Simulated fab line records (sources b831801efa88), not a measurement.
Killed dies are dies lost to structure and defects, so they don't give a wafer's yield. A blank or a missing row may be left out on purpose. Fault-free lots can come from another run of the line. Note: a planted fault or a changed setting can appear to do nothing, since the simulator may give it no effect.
Which of the tools did it? | flow gf180mcu | Sampling: 13 lots, 39 wafers, 3 of 602 route steps

## WHAT EACH GAUGE READ, for each wafer
GF_V2_THK_MEAS_25: measures by xrf. Usual: V2_W_THK gives 358 nm (standard deviation 6).
lot  | measured     | on            | V2_W_THK (nm) | flag
L543 | day 20 03:12 | film_metro-03 | 371 357 374   |
L544 | day 20 13:37 | film_metro-02 | 367 353 369   |
L545 | day 21 02:10 | film_metro-03 | 356 371 358   |
L547 | day 21 19:19 | film_metro-04 | 364 356 360   |
L549 | day 22 14:37 | film_metro-03 | 353 356 359   |
L550 | day 22 20:50 | film_metro-04 | 351 367 354   |
L553 | day 24 01:34 | film_metro-02 | 357 357 368   |
L557 | day 25 08:43 | film_metro-02 | 351 357 354   |
L559 | day 25 23:03 | film_metro-03 | 357 371 360   |
L563 | day 27 10:44 | film_metro-04 | 360 362 357   |
L565 | day 27 15:49 | film_metro-03 | 359 358 356   |
L564 | day 27 17:13 | film_metro-02 | 359 357 359   |
L566 | day 28 03:48 | film_metro-02 | 355 353 358   |

GF_M4_OVL_MEAS_15. Usual: M4_OVL gives 3 nm (standard deviation 6.2).
lot  | measured     | on         | M4_OVL (nm) | flag
L543 | day 23 04:41 | overlay-01 | -5 7 -4     |
L544 | day 23 16:23 | overlay-02 | -8 -2 -14   |
L545 | day 24 03:29 | overlay-02 | 3 -1 -6     |
L547 | day 24 17:17 | overlay-02 | 13 13 10    |
L549 | day 25 12:47 | overlay-02 | 5 19 7      |
L550 | day 25 16:44 | overlay-02 | 1 -6 1      |
L553 | day 26 21:27 | overlay-02 | 8 1 14      |
L557 | day 28 03:06 | overlay-02 | 16 9 13     |
L559 | day 28 14:09 | overlay-02 | 12 -1 4     |
L563 | day 30 00:26 | overlay-02 | 11 4 5      |
L565 | day 30 04:44 | overlay-02 | 4 3 -4      |
L564 | day 30 06:03 | overlay-02 | 4 -6 3      |
L566 | day 30 15:26 | overlay-01 | -7 16 1     |

## EACH LOT AND THE TOOL THAT RAN IT (in order: tool; ch and the chambers of the sampled wafers; start)
lot  | GF_V3_ETCH_16
L543 | rie_diel-02 ch 0,1, day 22 04:24
L544 | rie_diel-02 ch 2,3, day 22 15:13
L545 | rie_diel-04 ch 0,1, day 23 02:47
L547 | rie_diel-02 ch 0,1,2, day 23 18:01
L549 | rie_diel-02 ch 0,2, day 24 13:22
L550 | rie_diel-04 ch 0,1,3, day 24 18:02
L553 | rie_diel-04 ch 0,1,2, day 25 22:50
L557 | rie_diel-02 ch 0,1,2, day 27 05:23
L559 | rie_diel-02 ch 0,2, day 27 17:20
L563 | rie_diel-04 ch 2,3, day 29 03:38
L565 | rie_diel-04 ch 0,1,2, day 29 08:52
L564 | rie_diel-01 ch 0,1,2, day 29 09:49
L566 | rie_diel-04 ch 2,3, day 29 19:28
- GF_V3_ETCH_16: etches BARC in N2/H2.

## AS READ BY THE TOOLS THEMSELVES (means over the sampled wafers that have a number; for cases with no such wafer, the mark the record gives instead)
GF_V3_ETCH_16. Usual: drypump_motor_current_A 5.8 A, standard deviation 0.34; oes_product_au 0.855 a.u., standard deviation 0.0048; throttle_valve_pct 13.225 %, standard deviation 0.0099.
lot  | tool        | drypump_motor_current_A (A) | oes_product_au (a.u.) | throttle_valve_pct (%) | flag
L543 | rie_diel-02 | 6.1                         | 0.858                 | 13.218                 |
L544 | rie_diel-02 | 5.7                         | 0.850                 | 13.228                 |
L545 | rie_diel-04 | 5.5                         | 0.857                 | 13.227                 |
L547 | rie_diel-02 | 6.0                         | 0.853                 | 13.221                 |
L549 | rie_diel-02 | 5.9                         | 0.855                 | 13.222                 |
L550 | rie_diel-04 | 5.8                         | 0.853                 | 13.222                 |
L553 | rie_diel-04 | 5.7                         | 0.854                 | 13.225                 |
L557 | rie_diel-02 | 5.9                         | 0.857                 | 13.224                 |
L559 | rie_diel-02 | 6.0                         | 0.853                 | 13.225                 |
L563 | rie_diel-04 | 5.7                         | 0.854                 | 13.232                 |
L565 | rie_diel-04 | 5.6                         | 0.854                 | 13.231                 |
L564 | rie_diel-01 | 5.6                         | 0.857                 | 13.220                 |
L566 | rie_diel-04 | 5.7                         | 0.851                 | 13.231                 |

## THE ANSWER, worked out from the rows above alone
Rule: a lot counts as off when the mean over its wafers that have a number is more than 3 standard deviations away from the usual mean. Also off: a lot with no number at a reading for which 4 or more lots have one. The other lots that the step has rows for count as sound. The gauges are gone through in route order, then the tools' own readings, and for those a lot's mean is taken as printed above. The first step at which some lot is off is used, and at that step the reading that is off furthest; a lot without a number counts as furthest.
Nothing can be told from this: no lot is off at any reading shown.

## WHAT WAS PUT IN BY THE SIMULATOR
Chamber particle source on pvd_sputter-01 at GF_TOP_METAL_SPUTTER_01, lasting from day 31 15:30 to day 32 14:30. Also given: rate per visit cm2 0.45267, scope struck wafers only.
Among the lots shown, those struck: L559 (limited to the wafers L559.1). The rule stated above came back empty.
